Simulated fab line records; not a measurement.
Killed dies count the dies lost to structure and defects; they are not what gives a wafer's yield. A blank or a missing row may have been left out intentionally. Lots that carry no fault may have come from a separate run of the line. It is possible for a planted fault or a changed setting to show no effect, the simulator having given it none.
Problem report, 8D (eight disciplines) form, completed by code || flow sky130 || the parts of the form that need people (team, actions taken, sign-off) are left out

== 1. PROBLEM STATEMENT ==
dose-ions-cm2 at SKY_GATE_OXIDE_IMPLANT_11 reads a mean of 2.6770e+12 on 6 wafers of 2 lots; wafers without a fault read 2.6002e+12 with a standard deviation of 2.7e+09. That is +28 standard deviations from the usual mean.
Seen first at day 18 01:16 on implanter-02, wafer L367.1. The record holds 42 wafers of 14 lots with a number at this step. The rule behind "out" and "out of limits": a value lying over 4 standard deviations away from the usual mean. The other wafers with a number count as sound.

== 2. WHAT IT IS, WHAT IT ISN'T ==
{"question": "which readings at this step", "is": "dose-ions-cm2", "is not": "-"}
{"question": "which lots", "is": "L367, L368", "is not": "L359, L360, L362, L366, L369, L371, L374, L377, L378, L379, L380, L381"}
{"question": "which wafers of those lots", "is": "all that have a number", "is not": "-"}
{"question": "read on which tools", "is": "implanter-02", "is not": "implanter-01, implanter-04"}
{"question": "when", "is": "from day 18 01:16", "is not": "up to then (12 sound wafers); but 24 sound wafers of L369, L371, L374, L377, L378, L379, L380, L381 came after"}

== 3. SUSPECTS, AND WHAT RULES EACH OUT ==
Counting: any tool at a process step up to the reading is kept as a suspect provided that every lot that is out went through it and no sound lot did after the first of them.
- implanter-02 at SKY_GATE_OXIDE_IMPLANT_11: ruled out as a lasting fault. The sound lots L379 went through it after L367, its earliest lot that is out (day 18 01:16).
Left after counting: nothing in the record.

== 4. THE CAUSE (what the simulator had put in) ==
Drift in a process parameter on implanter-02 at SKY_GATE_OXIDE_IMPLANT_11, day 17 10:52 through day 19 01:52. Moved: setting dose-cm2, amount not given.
Counting ruled it out, wrongly.

== 5. THE CHAIN OF EFFECTS, in route order ==
Each row: a reading where the mean over the struck wafers with a number is more than 3 standard deviations away from the usual. Only readings whose record carries a usual standard deviation are examined. hours: median over the lots of the time between each lot's start at the first step of this table that gives one and its start at this step. sigmas: the change, counted in usual standard deviations.
{"hours": 0, "step": "SKY_GATE_OXIDE_IMPLANT_11", "reading": "dose-ions-cm2", "usual": 2.6002e+12, "on struck wafers": 2.6770e+12, "change": "+7.6750e+10", "sigmas": "+28"}
It contains these process steps:
- SKY_GATE_OXIDE_IMPLANT_11
At these later measuring or inspecting steps, every struck wafer for which the step has a row has a number for every such reading, and none has moved that far: SKY_POLY_GATE_OVL_MEAS_14.

== 6. HOW IT WOULD HAVE BEEN CAUGHT EARLIER ==
In this record no reading fell out of limits until day 18 01:16, 14 hours after the fault had begun at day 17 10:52.
